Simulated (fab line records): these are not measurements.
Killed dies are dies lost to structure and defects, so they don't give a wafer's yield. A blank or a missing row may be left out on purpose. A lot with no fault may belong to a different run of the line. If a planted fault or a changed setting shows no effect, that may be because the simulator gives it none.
The tool behind it: which one? | flow sky130 | Sampling: 6 lots, 18 wafers, 3 of 708 route steps

== WHAT THE GAUGES SHOWED, per wafer ==
SKY_VIA3_THK_MEAS_23: measures by xrf.
lot  | measured     | on            | VIA3_W_THK (nm)
L990 | day 40 01:59 | film_metro-02 | 396 389 387
L997 | day 42 10:52 | film_metro-02 | 384 382 387
L999 | day 42 17:32 | film_metro-03 | 403 398 396
L108 | day 45 03:28 | film_metro-01 | 387 387 383
L110 | day 45 13:11 | film_metro-01 | 381 386 380
L112 | day 46 05:09 | film_metro-02 | 397 398 412

== TOOL THAT RAN EACH LOT (tool first, then ch and the chambers of the sampled wafers, then the start) ==
lot  | SKY_POLY_GATE_ETCH_15              | SKY_VIA3_CVD_21
L990 | rie_diel-03 ch 1,3, day 16 19:20   | cvd_w-02 ch 0,1, day 40 01:44
L997 | rie_diel-02 ch 0,1,2, day 19 15:14 | cvd_w-01 ch 0,1, day 42 10:37
L999 | rie_diel-04 ch 0,2,3, day 20 01:23 | cvd_w-01 ch 0,1, day 42 17:19
L108 | rie_diel-04 ch 2,3, day 23 06:47   | cvd_w-01 ch 0,1, day 45 03:14
L110 | rie_diel-02 ch 1,2, day 23 22:11   | cvd_w-01 ch 0,1, day 45 12:58
L112 | rie_diel-02 ch 1,3, day 24 21:38   | cvd_w-02 ch 0,1, day 46 04:54
- SKY_POLY_GATE_ETCH_15: etches BARC in N2/H2, stops on SiO2, time 116.5 s, target depth 110 nm.
- SKY_VIA3_CVD_21: deposits W, target thk 390 nm, time 117.31 s.

== THE ANSWER, worked out from the rows above alone ==
Rule: the lots themselves supply what counts as usual. The widest of any qualifying gaps counts: lots, ordered by their means at a reading, are off when they make up no more than a third of the lots, leave a main group of 4 or more, and stand apart from it by 3 or more times the standard deviation of that group's means. A main group whose means are all the same, to the digits that the tables above print for the reading, isn't used. Also off: a lot with no number at a reading for which 4 or more lots have one. Any other lot the step has rows for is counted as sound.
No lot is off on any of the readings shown, so nothing can be concluded from this.

== WHAT WAS PUT IN BY THE SIMULATOR ==
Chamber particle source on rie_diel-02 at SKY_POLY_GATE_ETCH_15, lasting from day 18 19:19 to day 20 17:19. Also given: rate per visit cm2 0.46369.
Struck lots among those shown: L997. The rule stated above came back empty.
